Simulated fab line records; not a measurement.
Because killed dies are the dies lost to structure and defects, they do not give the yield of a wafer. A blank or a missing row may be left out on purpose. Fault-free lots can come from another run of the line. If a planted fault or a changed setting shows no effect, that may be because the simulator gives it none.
Which tool is to blame? | flow gf180mcu | 36 wafers from 12 lots sampled at 5 of the route's 602 steps

== WHAT EACH GAUGE READ, for each wafer ==
GF_V2_RS_MEAS_24: the measuring method here is four-point-probe.
lot  | measured     | on            | V2_W_RS (ohm/sq)
L604 | day 20 13:46 | film_metro-03 | 0.319 0.325 0.323
L606 | day 21 03:59 | film_metro-03 | 0.333 0.325 0.329
L607 | day 21 04:17 | film_metro-03 | 0.322 0.321 0.323
L609 | day 22 11:10 | film_metro-03 | 0.325 0.322 0.326
L612 | day 23 22:21 | film_metro-03 | 0.327 0.328 0.332
L613 | day 24 01:29 | film_metro-02 | 0.327 0.324 0.324
L615 | day 24 18:50 | film_metro-02 | 0.330 0.324 0.334
L620 | day 26 01:26 | film_metro-04 | 0.321 0.321 0.326
L622 | day 26 11:56 | film_metro-04 | 0.329 0.327 0.324
L623 | day 26 13:35 | film_metro-02 | 0.331 0.327 0.330
L626 | day 27 14:44 | film_metro-04 | 0.327 0.327 0.325
L627 | day 27 20:25 | film_metro-04 | 0.326 0.324 0.329

GF_V2_THK_MEAS_25: measures by xrf.
lot  | measured     | on            | V2_W_THK (nm)
L604 | day 20 13:52 | film_metro-03 | 380 374 375
L606 | day 21 04:06 | film_metro-03 | 363 371 366
L607 | day 21 04:24 | film_metro-03 | 373 377 371
L609 | day 22 11:17 | film_metro-03 | 377 378 374
L612 | day 23 22:28 | film_metro-03 | 370 369 367
L613 | day 24 01:36 | film_metro-02 | 365 364 365
L615 | day 24 18:58 | film_metro-02 | 358 368 352
L620 | day 26 01:34 | film_metro-04 | 369 368 366
L622 | day 26 12:03 | film_metro-04 | 359 361 361
L623 | day 26 13:43 | film_metro-02 | 357 360 359
L626 | day 27 14:50 | film_metro-04 | 365 366 365
L627 | day 27 20:32 | film_metro-04 | 365 368 361

GF_M3_CD_MEAS_14 targets a cd of 280 nm.
lot  | measured     | on        | cd_nm (nm)
L604 | day 21 15:03 | cd_sem-01 | 279.1 278.8 279.3
L606 | day 22 04:25 | cd_sem-02 | 279.7 278.2 280.5
L607 | day 22 04:46 | cd_sem-01 | 279.2 278.9 278.9
L609 | day 23 11:22 | cd_sem-01 | 281.0 279.9 281.4
L612 | day 24 20:20 | cd_sem-01 | 279.2 278.5 280.0
L613 | day 25 00:01 | cd_sem-01 | 282.7 282.6 281.4
L615 | day 25 16:43 | cd_sem-02 | 280.5 279.9 279.2
L620 | day 26 21:40 | cd_sem-01 | 280.5 280.4 280.7
L622 | day 27 09:04 | cd_sem-02 | 279.1 277.4 278.6
L623 | day 27 10:40 | cd_sem-01 | 282.9 282.3 282.5
L626 | day 28 10:40 | cd_sem-01 | 278.6 278.3 277.7
L627 | day 28 16:46 | cd_sem-01 | 281.0 280.8 281.3

GF_V3_THK_MEAS_03.
lot  | measured     | on            | V3_CVD_02_THK (nm)
L604 | day 21 16:02 | film_metro-03 | 835 859 853
L606 | day 22 05:25 | film_metro-03 | 848 852 871
L607 | day 22 05:49 | film_metro-01 | 843 842 836
L609 | day 23 12:22 | film_metro-03 | 839 841 842
L612 | day 24 21:20 | film_metro-03 | 839 863 866
L613 | day 25 01:01 | film_metro-01 | 846 852 849
L615 | day 25 17:43 | film_metro-03 | 853 850 862
L620 | day 26 22:40 | film_metro-01 | 902 893 911 902 891 912
L622 | day 27 10:24 | film_metro-01 | 904 918 917 904 917 915
L623 | day 27 12:05 | film_metro-03 | 853 859 883
L626 | day 28 12:04 | film_metro-01 | 842 851 858
L627 | day 28 18:07 | film_metro-03 | 846 842 864

== WHICH TOOL RAN EACH LOT (tool, then ch and the chambers of the sampled wafers, then the start) ==
lot  | GF_V3_CVD_02
L604 | pecvd-03 ch 1,2, day 21 15:57
L606 | pecvd-01 ch 0,1, day 22 05:21
L607 | pecvd-03 ch 0,1,2, day 22 05:44
L609 | pecvd-03 ch 0,1,2, day 23 12:17
L612 | pecvd-01 ch 0,1,2, day 24 21:15
L613 | pecvd-01 ch 0,1,2, day 25 00:57
L615 | pecvd-02 ch 0,1,2, day 25 17:39
L620 | pecvd-01 ch 0,2, day 26 22:35
L622 | pecvd-01 ch 1,2, day 27 10:19
L623 | pecvd-03 ch 0,1,2, day 27 12:01
L626 | pecvd-03 ch 1,2, day 28 11:59
L627 | pecvd-02 ch 0,1,2, day 28 18:02
- GF_V3_CVD_02: deposits SiO2 from TEOS, target thk 850 nm, time 94.851 s.

== WHAT THE TOOLS THEMSELVES READ (means of the sampled wafers that have a number; where no wafer has one, the mark that the record gives instead) ==
GF_V3_CVD_02.
lot  | tool     | heater_power_w (W)
L604 | pecvd-03 | 660
L606 | pecvd-01 | 814
L607 | pecvd-03 | 613
L609 | pecvd-03 | 651
L612 | pecvd-01 | 754
L613 | pecvd-01 | 749
L615 | pecvd-02 | 613
L620 | pecvd-01 | 754
L622 | pecvd-01 | 731
L623 | pecvd-03 | 633
L626 | pecvd-03 | 575
L627 | pecvd-02 | 648

== THE ANSWER, worked out from the rows above alone ==
Rule: usual is defined by the lots themselves. The widest of any qualifying gaps counts: lots, ordered by their means at a reading, are off when they make up no more than a third of the lots, leave a main group of 4 or more, and stand apart from it by 3 or more times the standard deviation of that group's means. A main group is skipped when, at the precision printed for the reading in the tables above, its means are all equal. A lot without any number at a reading at which 4 lots or more have one is off too. All remaining lots with rows at the step are treated as sound. The gauges are gone through in route order, then the tools' own readings, and for those a lot's mean is taken as printed above. The first step at which some lot is off is used, and at that step the reading that is off furthest; a lot without a number counts as furthest.
Off: L620, L622, at GF_V3_THK_MEAS_03 (V3_CVD_02_THK). Mean 851 nm and standard deviation 7.1 in the main group.
A tool fits if, at a process step before that reading, it ran every lot that is off, and no sound lot after the first of them. The gauges at GF_V3_THK_MEAS_03 are tried like those tools. One fits: GF_V3_CVD_02 on pecvd-01. Its last sound lot is L613 (day 25 00:57), its first lot that is off L620 (day 26 22:35): a fault that began between those two fits.

== WHAT HAD BEEN PUT IN BY THE SIMULATOR ==
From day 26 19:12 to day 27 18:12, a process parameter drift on pecvd-01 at GF_V3_CVD_02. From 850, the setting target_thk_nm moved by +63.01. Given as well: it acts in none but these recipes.
Shown lots that were struck: L620, L622. The rule above reached the same finding.
